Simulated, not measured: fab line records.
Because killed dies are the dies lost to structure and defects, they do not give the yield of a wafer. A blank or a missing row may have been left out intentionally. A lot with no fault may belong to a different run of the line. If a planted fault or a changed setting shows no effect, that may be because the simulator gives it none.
Which tool did it? + flow sky130 + 11 lots, 33 wafers sampled, at 4 steps of a route of 708

## WHAT EACH GAUGE READ, for each wafer
SKY_CONTACT_BOW_MEAS_05. Usual: CONTACT_BOW typically reads 81 um, with standard deviation 6.2.
| lot  | measured     | on            | CONTACT_BOW (um) | flag |
|------|--------------|---------------|------------------|------|
| L300 | day 30 20:08 | film_metro-03 | 72 82 76         |      |
| L301 | day 31 01:19 | film_metro-04 | 93 84 83         |      |
| L303 | day 31 16:35 | film_metro-04 | 76 96 76         |      |
| L307 | day 33 10:08 | film_metro-01 | 81 85 81         |      |
| L308 | day 33 22:11 | film_metro-01 | 78 81 82         |      |
| L318 | day 36 14:40 | film_metro-01 | 72 78 71         |      |
| L317 | day 36 15:36 | film_metro-01 | 82 77 81         |      |
| L319 | day 36 21:13 | film_metro-03 | 82 88 73         |      |
| L320 | day 37 01:25 | film_metro-01 | 91 87 86         |      |
| L321 | day 37 08:08 | film_metro-04 | 81 87 82         |      |
| L323 | day 37 22:15 | film_metro-01 | 80 72 78         |      |

SKY_CONTACT_RS_MEAS_25: measures by four-point-probe. Usual: CONTACT_W_RS typically reads 0.337 ohm/sq, with standard deviation 0.0036.
| lot  | measured     | on            | CONTACT_W_RS (ohm/sq) | flag |
|------|--------------|---------------|-----------------------|------|
| L300 | day 32 00:29 | film_metro-03 | 0.338 0.340 0.338     |      |
| L301 | day 32 05:55 | film_metro-04 | 0.334 0.333 0.339     |      |
| L303 | day 32 21:05 | film_metro-03 | 0.337 0.331 0.332     |      |
| L307 | day 34 14:22 | film_metro-04 | 0.342 0.331 0.338     |      |
| L308 | day 35 02:31 | film_metro-01 | 0.334 0.337 0.338     |      |
| L318 | day 37 16:53 | film_metro-03 | 0.336 0.334 0.340     |      |
| L317 | day 37 18:12 | film_metro-03 | 0.338 0.330 0.337     |      |
| L319 | day 38 00:50 | film_metro-01 | 0.334 0.334 0.337     |      |
| L320 | day 38 04:16 | film_metro-03 | 0.333 0.337 0.336     |      |
| L321 | day 38 11:27 | film_metro-01 | 0.335 0.339 0.336     |      |
| L323 | day 39 01:03 | film_metro-04 | 0.329 0.330 0.329     |      |

SKY_METAL1_CD_MEAS_15: the cd target is 140 nm. Usual: cd_nm 140.0 nm, standard deviation 1.9.
| lot  | measured     | on        | cd_nm (nm)        | flag |
|------|--------------|-----------|-------------------|------|
| L300 | day 33 03:56 | cd_sem-01 | 141.0 142.8 141.5 |      |
| L301 | day 33 10:04 | cd_sem-01 | 138.6 138.8 138.5 |      |
| L303 | day 34 01:03 | cd_sem-01 | 139.6 139.6 138.6 |      |
| L307 | day 35 17:32 | cd_sem-01 | 139.9 139.8 139.7 |      |
| L308 | day 36 05:27 | cd_sem-01 | 135.5 107.4 104.9 | OFF  |
| L318 | day 38 19:30 | cd_sem-01 | 145.6 143.9 143.7 |      |
| L317 | day 38 21:14 | cd_sem-01 | 139.5 140.1 139.6 |      |
| L319 | day 39 02:45 | cd_sem-01 | 137.7 139.0 136.5 |      |
| L320 | day 39 06:42 | cd_sem-01 | 140.0 140.6 141.8 |      |
| L321 | day 39 12:33 | cd_sem-01 | 139.9 138.6 139.9 |      |
| L323 | day 40 04:31 | cd_sem-01 | 140.0 138.5 139.3 |      |

## WHICH TOOL RAN EACH LOT (tool, then ch and the chambers of the sampled wafers, then the start)
| lot  | SKY_METAL1_EXPOSE_12              |
|------|-----------------------------------|
| L300 | krf_scanner-01 ch 0, day 32 15:15 |
| L301 | krf_scanner-02 ch 0, day 32 20:41 |
| L303 | krf_scanner-01 ch 0, day 33 11:28 |
| L307 | krf_scanner-02 ch 0, day 35 04:25 |
| L308 | krf_scanner-01 ch 0, day 35 16:28 |
| L318 | krf_scanner-01 ch 0, day 38 06:41 |
| L317 | krf_scanner-02 ch 0, day 38 08:01 |
| L319 | krf_scanner-01 ch 0, day 38 14:22 |
| L320 | krf_scanner-02 ch 0, day 38 18:21 |
| L321 | krf_scanner-02 ch 0, day 39 01:18 |
| L323 | krf_scanner-02 ch 0, day 39 15:18 |
- SKY_METAL1_EXPOSE_12: exposes mask MM1, target cd 140 nm.

## WHAT THE TOOLS THEMSELVES READ (means of the sampled wafers that have a number; where no wafer has one, the mark that the record gives instead)
SKY_METAL1_EXPOSE_12. Usual: exposure_dose_mJ_cm2 28.00, standard deviation 0.03.
| lot  | tool           | exposure_dose_mJ_cm2 | flag |
|------|----------------|----------------------|------|
| L300 | krf_scanner-01 | 28.02                |      |
| L301 | krf_scanner-02 | 28.01                |      |
| L303 | krf_scanner-01 | 27.99                |      |
| L307 | krf_scanner-02 | 28.00                |      |
| L308 | krf_scanner-01 | 27.07                | OFF  |
| L318 | krf_scanner-01 | 27.97                |      |
| L317 | krf_scanner-02 | 27.99                |      |
| L319 | krf_scanner-01 | 27.96                |      |
| L320 | krf_scanner-02 | 27.99                |      |
| L321 | krf_scanner-02 | 28.04                |      |
| L323 | krf_scanner-02 | 28.00                |      |

## THE ANSWER, worked out from the rows above alone
Rule: a lot counts as off when the mean over its wafers that have a number is more than 3 standard deviations away from the usual mean. A lot without any number at a reading at which 4 lots or more have one is off too. The other lots that the step has rows for count as sound. After the gauges, taken in route order, come the tools' own readings; for these a lot's mean is taken, as printed above. The first step at which some lot is off is used, and at that step the reading that is off furthest; a lot without a number counts as furthest.
Off at SKY_METAL1_CD_MEAS_15 (cd_nm): L308.
A tool fits if, at a process step before that reading, it ran every lot that is off, and no sound lot after the first of them. Not tried: the gauges at SKY_METAL1_CD_MEAS_15; whatever is off there is also off at SKY_METAL1_EXPOSE_12, on other tools, and gauge error can't account for it. None of those tried fits.

## WHAT WAS PUT IN BY THE SIMULATOR
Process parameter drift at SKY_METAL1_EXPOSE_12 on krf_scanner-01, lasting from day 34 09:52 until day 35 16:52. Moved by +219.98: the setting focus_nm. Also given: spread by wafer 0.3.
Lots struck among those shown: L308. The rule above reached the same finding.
